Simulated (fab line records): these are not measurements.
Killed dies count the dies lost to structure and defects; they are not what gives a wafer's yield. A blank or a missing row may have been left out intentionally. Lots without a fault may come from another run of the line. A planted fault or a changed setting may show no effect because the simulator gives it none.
fab line records	flow sky130	part 1 of 2: steps 1 to 26 of 33
record: lots: 5	wafers: 15	last_day: 49
route steps=708 shown LOCAL_INTERCONNECT@393 CONTACT@406
lots with no fault: from the same line, run without faults
start_h: the number of hours between the record's first day and the start of the first shown wafer of the lot	wait_h: how many hours have passed since the lot's step before this one	" repeats the value in the row above	L1.1+2: one row covering several wafers at once	- no value present, or no start provided	* or withheld: withheld	< > ~ a bound
route shown NAME@n: a module of which the file shows steps, and the number in the route of the first	usual: mean/standard deviation taken from wafers without a fault	same: alike in all rows	chamber/n: place in a boat	sites: each site's reading	_std_site: how widely they spread, as a standard deviation	_edge_site: inner sites' mean taken away from outer sites' mean	radius_mm: for every site, how far away it sits from the centre of the wafer	mask NAME#n: copy n	behind: the tool/chamber that last shaped the wafer	hold: why the lot went on hold/how many hours it stayed there/how the hold came to an end	device: which transistor (n, p or np) failed to switch	end of line: the same wafers' tests at the end of the route	step lacking rows: just its recipe	killed: dies lost to structure and defects at the first sort, not the wafer's yield	map: dies across one wafer; x = killed, . = not, _ = none there
set.NAME: the setting the step ran with; set.NAME@STEP: the setting that earlier step ran with	model.NAME: the simulator's own value behind a step, which no gauge read
lots seen at some steps along the route; tables by step, rows by wafer
services: from which hour (start_h, from the record's first day; less than 0 if before it) a tool's chamber was out of use, for how many hours, and why
== steps ==
step: SKY_LOCAL_INTERCONNECT_COAT_06
recipe: resist: KrF-thick	spin_rpm: 3000	resist_thk_nm: 450
usual: resist_line_temp_C: 23.02/0.1
lot.wafer	tool	chamber	start_h	wait_h	resist_line_temp_C
L087.4	litho_track-03	0	-	-	23.11
L087.5	"	0	"	"	23.07
L087.6	"	0	"	"	23.02
L090.1	litho_track-03	0	-	-	23.03
L090.2	"	0	"	"	23.00
L090.4	"	0	"	"	23.03
L092.1	litho_track-02	0	-	-	23.03
L092.4	"	0	"	"	23.01
L092.5	"	0	"	"	23.04
L094.1	litho_track-04	0	-	-	23.02
L094.5	"	0	"	"	22.90
L094.6	"	0	"	"	23.10
L095.2	litho_track-02	0	-	-	22.97
L095.4	"	0	"	"	22.86
L095.6	"	0	"	"	22.80
step: SKY_LOCAL_INTERCONNECT_SOFTBAKE_07
recipe: temp_c: 100	time_s: 90	resist: KrF-thick
usual: resist_line_temp_C: 22.99/0.11
lot.wafer	tool	chamber	start_h	wait_h	resist_line_temp_C
L087.4	litho_track-03	0	-	-	23.06
L087.5	"	0	"	"	23.07
L087.6	"	0	"	"	23.03
L090.1	litho_track-03	0	-	-	22.75
L090.2	"	0	"	"	22.82
L090.4	"	0	"	"	22.75
L092.1	litho_track-02	0	-	-	22.99
L092.4	"	0	"	"	23.02
L092.5	"	0	"	"	22.89
L094.1	litho_track-04	0	-	-	22.87
L094.5	"	0	"	"	23.01
L094.6	"	0	"	"	22.87
L095.2	litho_track-02	0	-	-	23.09
L095.4	"	0	"	"	22.91
L095.6	"	0	"	"	23.01
step: SKY_LOCAL_INTERCONNECT_EXPOSE_08
recipe: mask_id: LI1M	na: 0.8	source_shape: annular	sigma_inner: 0.55	sigma_outer: 0.85	target_cd_nm: 170	dose_mj: 28
lot.wafer	tool	chamber	start_h	wait_h	mask
L087.4+5+6	krf_scanner-02	0	-	-	LI1M#0
L090.1+2+4	krf_scanner-01	0	-	-	LI1M#0
L092.1+4+5	krf_scanner-01	0	-	-	LI1M#0
L094.1+5+6	krf_scanner-01	0	-	-	LI1M#0
L095.2+4+6	krf_scanner-01	0	-	-	LI1M#0
step: SKY_LOCAL_INTERCONNECT_PEB_09
recipe: peb_temp_c: withheld	peb_time_s: withheld	resist: KrF-thick
usual: resist_line_temp_C: *
lot.wafer	tool	chamber	start_h	wait_h	resist_line_temp_C
L087.4	litho_track-03	0	-	-	*
L087.5	"	0	"	"	*
L087.6	"	0	"	"	*
L090.1	litho_track-03	0	-	-	*
L090.2	"	0	"	"	*
L090.4	"	0	"	"	*
L092.1	litho_track-03	0	-	-	*
L092.4	"	0	"	"	*
L092.5	"	0	"	"	*
L094.1	litho_track-02	0	-	-	*
L094.5	"	0	"	"	*
L094.6	"	0	"	"	*
L095.2	litho_track-04	0	-	-	*
L095.4	"	0	"	"	*
L095.6	"	0	"	"	*
step: SKY_LOCAL_INTERCONNECT_DEVELOP_10
recipe: develop_time_s: 60	resist: KrF-thick	dev_temp_c: 21
usual: resist_line_temp_C: 23.01/0.11
lot.wafer	tool	chamber	start_h	wait_h	resist_line_temp_C
L087.4	litho_track-03	0	-	-	23.06
L087.5	"	0	"	"	23.11
L087.6	"	0	"	"	23.05
L090.1	litho_track-03	0	-	-	23.03
L090.2	"	0	"	"	23.07
L090.4	"	0	"	"	23.11
L092.1	litho_track-03	0	-	-	22.88
L092.4	"	0	"	"	22.89
L092.5	"	0	"	"	22.88
L094.1	litho_track-02	0	-	-	22.90
L094.5	"	0	"	"	22.90
L094.6	"	0	"	"	22.99
L095.2	litho_track-04	0	-	-	23.05
L095.4	"	0	"	"	23.03
L095.6	"	0	"	"	22.85
step: SKY_LOCAL_INTERCONNECT_CD_MEAS_11
recipe: target_cd_nm: 170
usual: cd_nm: 169.8/1.6
lot.wafer	tool	chamber	start_h	wait_h	cd_nm
L087.4	cd_sem-01	-	807.07	-	168.6
L087.5	"	-	"	"	169.8
L087.6	"	-	"	"	169.6
L090.1	cd_sem-02	-	827.92	-	168.8
L090.2	"	-	"	"	168.9
L090.4	"	-	"	"	168.4
L092.1	cd_sem-01	-	838.27	-	172.0
L092.4	"	-	"	"	170.5
L092.5	"	-	"	"	171.6
L094.1	cd_sem-01	-	850.58	-	169.0
L094.5	"	-	"	"	168.7
L094.6	"	-	"	"	168.2
L095.2	cd_sem-01	-	857.24	-	170.1
L095.4	"	-	"	"	169.2
L095.6	"	-	"	"	170.6
step: SKY_LOCAL_INTERCONNECT_OVL_MEAS_12
usual: LOCAL_INTERCONNECT_OVL: 2/5.6
lot.wafer	tool	chamber	start_h	wait_h	LOCAL_INTERCONNECT_OVL[nm]
L087.4	overlay-02	-	807.15	0.1	-4
L087.5	"	-	"	"	5
L087.6	"	-	"	"	2
L090.1	overlay-01	-	828.04	0.1	0
L090.2	"	-	"	"	-9
L090.4	"	-	"	"	0
L092.1	overlay-02	-	838.39	0.1	-1
L092.4	"	-	"	"	4
L092.5	"	-	"	"	2
L094.1	overlay-01	-	850.70	0.1	-3
L094.5	"	-	"	"	-12
L094.6	"	-	"	"	3
L095.2	overlay-01	-	857.35	0.1	2
L095.4	"	-	"	"	6
L095.6	"	-	"	"	6
step: SKY_LOCAL_INTERCONNECT_ETCH_13
recipe: chemistry: N2/H2	target: BARC	ion_energy_ev: 200	bias_w: 100	pressure_mtorr: 30	n2_flow_sccm: 100	h2_flow_sccm: 200	icp_w: 500	stop_on: SiO2	time_s: 45.9	target_depth_a: 600
usual: chamber_pressure_mTorr: 30.00/0.031	drypump_motor_current_A: 6.15/0.22	oes_product_au: 0.855/0.0047	throttle_valve_pct: 13.225/0.0092
lot.wafer	tool	chamber	start_h	wait_h	chamber_pressure_mTorr	drypump_motor_current_A	oes_product_au	rf_hours_counter_h	throttle_valve_pct
L087.4	rie_metal-03	0	807.23	0.1	30.01	5.99	0.855	-	13.221
L087.5	"	0	"	"	29.97	6.00	0.858	-	13.200
L087.6	"	0	"	"	29.99	6.01	0.855	-	13.219
L090.1	rie_metal-01	0	828.07	0.0	30.01	6.24	0.845	10	13.233
L090.2	"	1	"	"	29.96	6.08	0.853	15	13.240
L090.4	"	0	"	"	30.07	6.27	0.859	-	13.214
L092.1	rie_metal-02	0	838.42	0.0	29.99	6.58	0.854	4	13.241
L092.4	"	0	"	"	30.02	6.57	0.858	-	13.229
L092.5	"	0	"	"	29.99	6.57	0.848	-	13.229
L094.1	rie_metal-01	1	850.73	0.0	30.00	6.05	0.852	16	13.209
L094.5	"	0	"	"	30.03	6.33	0.853	-	13.225
L094.6	"	1	"	"	29.98	6.07	0.864	-	13.221
L095.2	rie_metal-01	0	857.41	0.1	29.98	6.28	0.851	-	13.243
L095.4	"	0	"	"	29.96	6.26	0.843	-	13.228
L095.6	"	0	"	"	29.96	6.28	0.852	-	13.221
step: SKY_LOCAL_INTERCONNECT_METAL_ETCH_14
recipe: target_depth_nm: 110	stop_on: PSG	chemistry: Cl2/BCl3	target: TiN	resist_sidewall_deg: 88	pressure_mtorr: 10	icp_w: 900	bias_w: 48.5	Cl2_flow_sccm: 60	bcl3_flow_sccm: 30	time_s: 31.4
usual: chamber_pressure_mTorr: 9.999/0.0098	drypump_motor_current_A: 6.14/0.22	mfc_cl2_sccm: 59.98/0.18	oes_product_au: 0.942/0.0077	throttle_valve_pct: 21.900/0.011
lot.wafer	tool	chamber	start_h	wait_h	chamber_pressure_mTorr	drypump_motor_current_A	mfc_cl2_sccm	oes_product_au	rf_hours_counter_h	throttle_valve_pct
L087.4	rie_metal-03	0	807.35	0.1	10.015	5.99	59.67	0.940	-	21.895
L087.5	"	0	"	"	10.004	5.98	60.19	0.936	-	21.912
L087.6	"	0	"	"	10.000	5.98	59.70	0.939	-	21.891
L090.1	rie_metal-01	0	828.13	0.0	10.013	6.26	60.30	0.941	10	21.902
L090.2	"	1	"	"	9.995	6.09	59.87	0.941	15	21.918
L090.4	"	0	"	"	9.997	6.30	60.26	0.944	-	21.907
L092.1	rie_metal-02	0	838.48	0.0	9.998	6.53	60.33	0.941	4	21.898
L092.4	"	0	"	"	9.999	6.53	59.97	0.935	-	21.882
L092.5	"	0	"	"	9.993	6.56	60.26	0.947	-	21.921
L094.1	rie_metal-01	1	850.82	0.1	9.990	6.07	60.12	0.949	16	21.903
L094.5	"	0	"	"	10.004	6.27	59.83	0.944	-	21.877
L094.6	"	1	"	"	9.988	6.04	60.16	0.946	-	21.905
L095.2	rie_metal-01	0	857.57	0.1	10.002	6.29	60.00	0.946	-	21.895
L095.4	"	0	"	"	9.996	6.27	59.87	0.949	-	21.894
L095.6	"	0	"	"	10.010	6.26	59.97	0.943	-	21.888
step: SKY_LOCAL_INTERCONNECT_STRIP_15
recipe: chemistry: O2/N2	power_w: 1400	pressure_mtorr: 1500	platen_temp_c: withheld	o2_flow_sccm: 3000	n2_flow_sccm: 300	overash_fraction: 0.5
usual: chamber_pressure_mTorr: 1500.0/1.2	drypump_motor_current_A: 5.6/0.58	oes_product_au: 0.427/0.0047	strip_time_to_endpoint_s: 4.715/0.021
lot.wafer	tool	chamber	start_h	wait_h	chamber_pressure_mTorr	drypump_motor_current_A	oes_product_au	rf_hours_counter_h	strip_time_to_endpoint_s
L087.4	plasma_asher-01	1	807.43	0.1	1497.9	5.5	0.428	-	4.705
L087.5	"	1	"	"	1501.0	5.4	0.427	-	4.725
L087.6	"	0	"	"	1499.1	6.2	0.432	-	4.699
L090.1	plasma_asher-03	1	828.19	0.0	1498.8	5.3	0.419	100	4.670
L090.2	"	0	"	"	1499.8	5.9	0.430	100	4.690
L090.4	"	0	"	"	1500.3	5.8	0.419	-	4.688
L092.1	plasma_asher-01	1	838.54	0.0	1500.2	5.4	0.429	66	4.710
L092.4	"	0	"	"	1499.6	6.2	0.421	-	4.705
L092.5	"	0	"	"	1499.6	6.1	0.431	-	4.726
L094.1	plasma_asher-01	1	850.89	0.0	1500.3	5.5	0.426	67	4.729
L094.5	"	0	"	"	1500.1	6.2	0.436	-	4.682
L094.6	"	1	"	"	1499.7	5.5	0.426	-	4.721
L095.2	plasma_asher-04	0	857.69	0.1	1499.2	6.5	0.427	12	4.672
L095.4	"	1	"	"	1500.6	4.7	0.424	-	4.666
L095.6	"	1	"	"	1500.2	4.7	0.431	-	4.687
step: SKY_LOCAL_INTERCONNECT_STRIP_16
recipe: chemistry: post_etch_residue_remover	time_s: 1200	temp_c: 72.5
lot.wafer	tool	chamber	start_h	wait_h
L087.4+5+6	wet_bench-04	0	807.50	0.0
L090.1+2+4	wet_bench-04	0	828.29	0.1
L092.1+4+5	wet_bench-04	0	838.64	0.1
L094.1+5+6	wet_bench-02	2	850.99	0.1
L095.2+4+6	wet_bench-01	0	857.79	0.1
step: SKY_LOCAL_INTERCONNECT_CLEAN_17
recipe: chemistry: IPA	time_s: 180	temp_c: 25
lot.wafer	tool	chamber	start_h	wait_h
L087.4+5+6	wet_bench-01	1	807.84	0.0
L090.1+2+4	wet_bench-01	2	828.63	0.0
L092.1+4+5	wet_bench-02	0	839.01	0.0
L094.1+5+6	wet_bench-01	0	851.33	0.0
L095.2+4+6	wet_bench-02	2	858.13	0.0
step: SKY_LOCAL_INTERCONNECT_CLEAN_18
recipe: chemistry: O3/DIW	dry: n2_spin
lot.wafer	tool	chamber	start_h	wait_h
L087.4+5+6	wet_bench-02	3	807.90	0.0
L090.1+2+4	wet_bench-04	3	828.69	0.0
L092.1+4+5	wet_bench-04	2	839.07	0.0
L094.1+5+6	wet_bench-04	1	851.39	0.0
L095.2+4+6	wet_bench-01	3	858.19	0.0
step: SKY_CONTACT_CVD_00
recipe: material: Si3N4	target_thk_nm: 75	temp_c: 400	time_s: withheld	rf_w: 450
usual: heater_power_w: 762/130
lot.wafer	tool	chamber	start_h	wait_h	heater_power_w
L087.4	pecvd-04	1	808.01	0.0	601
L087.5	"	0	"	"	667
L087.6	"	2	"	"	929
L090.1	pecvd-04	2	828.78	0.0	943
L090.2	"	1	"	"	658
L090.4	"	1	"	"	539
L092.1	pecvd-03	2	839.17	0.0	861
L092.4	"	1	"	"	586
L092.5	"	0	"	"	847
L094.1	pecvd-03	1	851.50	0.0	601
L094.5	"	1	"	"	601
L094.6	"	2	"	"	843
L095.2	pecvd-02	2	858.28	0.0	907
L095.4	"	2	"	"	895
L095.6	"	0	"	"	860
step: SKY_CONTACT_THK_MEAS_01
recipe: reads: Si3N4_of_CONTACT_CVD_00
usual: CONTACT_CVD_00_THK: 74.9/1.2
lot.wafer	tool	chamber	start_h	wait_h	CONTACT_CVD_00_THK[nm]
L087.4	film_metro-02	-	808.05	-	76.6
L087.5	"	-	"	"	76.1
L087.6	"	-	"	"	75.2
L090.1	film_metro-01	-	828.81	-	74.0
L090.2	"	-	"	"	75.8
L090.4	"	-	"	"	77.0
L092.1	film_metro-01	-	839.20	-	73.5
L092.4	"	-	"	"	76.2
L092.5	"	-	"	"	76.2
L094.1	film_metro-02	-	851.53	-	75.4
L094.5	"	-	"	"	75.9
L094.6	"	-	"	"	73.6
L095.2	film_metro-01	-	858.33	-	73.9
L095.4	"	-	"	"	75.0
L095.6	"	-	"	"	74.5
step: SKY_CONTACT_HDPCVD_02
recipe: material: SiO2	target_thk_nm: 565	sigma_open_frac: 0.3	time_s: 94.2	temp_c: 600	sih4_flow_sccm: 60	pressure_mtorr: 6
lot.wafer	tool	chamber	start_h	wait_h
L087.4+5+6	hdpcvd-01	1,2,0	808.12	0.1
L090.1+2+4	hdpcvd-01	1,0,1	828.87	0.1
L092.1+4+5	hdpcvd-01	0,0,1	839.26	0.1
L094.1+5+6	hdpcvd-02	2,0,1	851.59	0.1
L095.2+4+6	hdpcvd-01	0,2,1	858.38	0.0
step: SKY_CONTACT_THK_MEAS_03
recipe: reads: SiO2_of_CONTACT_HDPCVD_02
usual: CONTACT_HDPCVD_THK: 566/5.2
lot.wafer	tool	chamber	start_h	wait_h	CONTACT_HDPCVD_THK[nm]
L087.4	film_metro-04	-	808.18	0.0	566
L087.5	"	-	"	"	571
L087.6	"	-	"	"	556
L090.1	film_metro-02	-	828.94	0.0	563
L090.2	"	-	"	"	560
L090.4	"	-	"	"	564
L092.1	film_metro-02	-	839.33	0.0	558
L092.4	"	-	"	"	557
L092.5	"	-	"	"	567
L094.1	film_metro-01	-	851.66	0.0	568
L094.5	"	-	"	"	571
L094.6	"	-	"	"	574
L095.2	film_metro-04	-	858.46	0.0	559
L095.4	"	-	"	"	558
L095.6	"	-	"	"	561
step: SKY_CONTACT_CMP_04
recipe: material: SiO2	down_force_psi: 4	platen_rpm: 60	pad_velocity_m_s: 0.94248
usual: motor_current_A: 12.6/1.8	slurry_filter_dp_kPa: 13.51/0.15	slurry_flow_ml_min: 150.0/0.47	time_to_endpoint_s: 81/4.1
lot.wafer	tool	chamber	start_h	wait_h	motor_current_A	slurry_filter_dp_kPa	slurry_flow_ml_min	time_to_endpoint_s
L087.4	cmp-02	3	808.31	0.1	15.0	13.57	150.9	86
L087.6	"	1	"	"	11.5	13.16	150.1	83
L087.5	"	2	"	"	12.9	13.38	150.2	83
L090.4	cmp-02	3	829.05	0.1	15.5	13.40	150.2	82
L090.2	"	0	"	"	10.7	13.58	150.4	75
L090.1	"	1	"	"	11.7	13.25	150.3	81
L092.1	cmp-02	0	839.39	0.1	11.2	13.42	149.7	72
L092.4	"	1	"	"	11.1	13.35	149.5	78
L092.5	"	0	"	"	10.4	13.57	150.3	74
L094.1	cmp-01	1	851.87	0.2	13.5	13.61	150.3	82
L094.6	"	2	"	"	14.0	13.57	150.1	85
L094.5	"	3	"	"	9.8	13.57	149.3	80
L095.2	cmp-02	3	858.51	0.0	15.3	13.37	150.4	77
L095.4	"	0	"	"	11.2	13.89	150.1	72
L095.6	"	3	"	"	14.4	13.73	150.2	83
step: SKY_CONTACT_BOW_MEAS_05
recipe: mode: bow
usual: CONTACT_BOW: 81/8.1
lot.wafer	tool	chamber	start_h	wait_h	CONTACT_BOW[um]
L087.4	film_metro-01	-	808.57	0.2	83
L087.5	"	-	"	"	72
L087.6	"	-	"	"	80
L090.1	film_metro-01	-	829.30	0.1	77
L090.2	"	-	"	"	82
L090.4	"	-	"	"	66
L092.1	film_metro-01	-	839.69	0.2	83
L092.4	"	-	"	"	88
L092.5	"	-	"	"	84
L094.1	film_metro-04	-	852.02	0.1	76
L094.5	"	-	"	"	83
L094.6	"	-	"	"	81
L095.2	film_metro-01	-	858.83	0.3	80
L095.4	"	-	"	"	78
L095.6	"	-	"	"	73
step: SKY_CONTACT_DEHYDRATE_06
recipe: temp_c: 200	time_s: 60
usual: resist_line_temp_C: 23.01/0.11
lot.wafer	tool	chamber	start_h	wait_h	resist_line_temp_C
L087.4	litho_track-03	0	821.59	13.0	22.99
L087.5	"	0	"	"	22.94
L087.6	"	0	"	"	22.79
L090.1	litho_track-01	0	842.73	13.4	23.09
L090.2	"	0	"	"	23.08
L090.4	"	0	"	"	23.19
L092.1	litho_track-03	0	851.92	12.2	23.13
L092.4	"	0	"	"	23.12
L092.5	"	0	"	"	23.14
L094.1	litho_track-04	0	863.93	11.9	22.89
L094.5	"	0	"	"	23.11
L094.6	"	0	"	"	23.05
L095.2	litho_track-01	0	872.00	13.2	23.22
L095.4	"	0	"	"	23.10
L095.6	"	0	"	"	23.02
step: SKY_CONTACT_HMDS_07
recipe: prime_time_s: 60	prime_temp_c: 120
usual: resist_line_temp_C: 23.00/0.11
lot.wafer	tool	chamber	start_h	wait_h	resist_line_temp_C
L087.4	litho_track-03	0	821.74	0.1	23.04
L087.5	"	0	"	"	22.93
L087.6	"	0	"	"	22.99
L090.1	litho_track-01	0	842.88	0.1	23.00
L090.2	"	0	"	"	22.89
L090.4	"	0	"	"	22.97
L092.1	litho_track-03	0	852.07	0.1	22.85
L092.4	"	0	"	"	22.90
L092.5	"	0	"	"	23.07
L094.1	litho_track-04	0	864.08	0.1	22.96
L094.5	"	0	"	"	22.95
L094.6	"	0	"	"	23.11
L095.2	litho_track-01	0	872.15	0.1	23.08
L095.4	"	0	"	"	22.94
L095.6	"	0	"	"	22.98
step: SKY_CONTACT_COAT_08
recipe: resist: BARC	temp_c: withheld	time_s: withheld	spin_rpm: 3000	resist_thk_nm: 60
usual: resist_line_temp_C: *
lot.wafer	tool	chamber	start_h	wait_h	resist_line_temp_C
L087.4	litho_track-03	0	821.89	0.1	*
L087.5	"	0	"	"	*
L087.6	"	0	"	"	*
L090.1	litho_track-01	0	843.03	0.1	*
L090.2	"	0	"	"	*
L090.4	"	0	"	"	*
L092.1	litho_track-03	0	852.22	0.1	*
L092.4	"	0	"	"	*
L092.5	"	0	"	"	*
L094.1	litho_track-04	0	864.23	0.1	*
L094.5	"	0	"	"	*
L094.6	"	0	"	"	*
L095.2	litho_track-01	0	872.30	0.1	*
L095.4	"	0	"	"	*
L095.6	"	0	"	"	*
step: SKY_CONTACT_COAT_09
recipe: resist: KrF-thick	spin_rpm: 3000	resist_thk_nm: 450
usual: resist_line_temp_C: 23.00/0.12
lot.wafer	tool	chamber	start_h	wait_h	resist_line_temp_C
L087.4	litho_track-03	0	-	-	22.96
L087.5	"	0	"	"	22.96
L087.6	"	0	"	"	22.77
L090.1	litho_track-01	0	-	-	23.08
L090.2	"	0	"	"	22.96
L090.4	"	0	"	"	22.95
L092.1	litho_track-03	0	-	-	23.10
L092.4	"	0	"	"	22.90
L092.5	"	0	"	"	22.90
L094.1	litho_track-04	0	-	-	23.13
L094.5	"	0	"	"	23.11
L094.6	"	0	"	"	23.01
L095.2	litho_track-01	0	-	-	23.01
L095.4	"	0	"	"	22.92
L095.6	"	0	"	"	23.09
step: SKY_CONTACT_SOFTBAKE_10
recipe: temp_c: 100	time_s: 90	resist: KrF-thick
usual: resist_line_temp_C: 23.01/0.1
lot.wafer	tool	chamber	start_h	wait_h	resist_line_temp_C
L087.4	litho_track-03	0	-	-	22.94
L087.5	"	0	"	"	22.90
L087.6	"	0	"	"	22.83
L090.1	litho_track-01	0	-	-	22.93
L090.2	"	0	"	"	22.93
L090.4	"	0	"	"	22.91
L092.1	litho_track-03	0	-	-	22.99
L092.4	"	0	"	"	22.89
L092.5	"	0	"	"	22.98
L094.1	litho_track-04	0	-	-	22.95
L094.5	"	0	"	"	22.96
L094.6	"	0	"	"	22.87
L095.2	litho_track-01	0	-	-	22.93
L095.4	"	0	"	"	22.89
L095.6	"	0	"	"	23.00
step: SKY_CONTACT_EXPOSE_11
recipe: mask_id: CTM1	na: 0.8	source_shape: annular	sigma_inner: 0.55	sigma_outer: 0.85	target_cd_nm: 170	dose_mj: 38
lot.wafer	tool	chamber	start_h	wait_h	mask
L087.4+5+6	krf_scanner-01	0	-	-	CTM1#0
L090.1+2+4	krf_scanner-01	0	-	-	CTM1#0
L092.1+4+5	krf_scanner-02	0	-	-	CTM1#0
L094.1+5+6	krf_scanner-01	0	-	-	CTM1#0
L095.2+4+6	krf_scanner-01	0	-	-	CTM1#0
step: SKY_CONTACT_PEB_12
recipe: peb_temp_c: withheld	peb_time_s: withheld	resist: KrF-thick
usual: resist_line_temp_C: *
lot.wafer	tool	chamber	start_h	wait_h	resist_line_temp_C
L087.4	litho_track-01	0	-	-	*
L087.5	"	0	"	"	*
L087.6	"	0	"	"	*
L090.1	litho_track-04	0	-	-	*
L090.2	"	0	"	"	*
L090.4	"	0	"	"	*
L092.1	litho_track-03	0	-	-	*
L092.4	"	0	"	"	*
L092.5	"	0	"	"	*
L094.1	litho_track-01	0	-	-	*
L094.5	"	0	"	"	*
L094.6	"	0	"	"	*
L095.2	litho_track-04	0	-	-	*
L095.4	"	0	"	"	*
L095.6	"	0	"	"	*
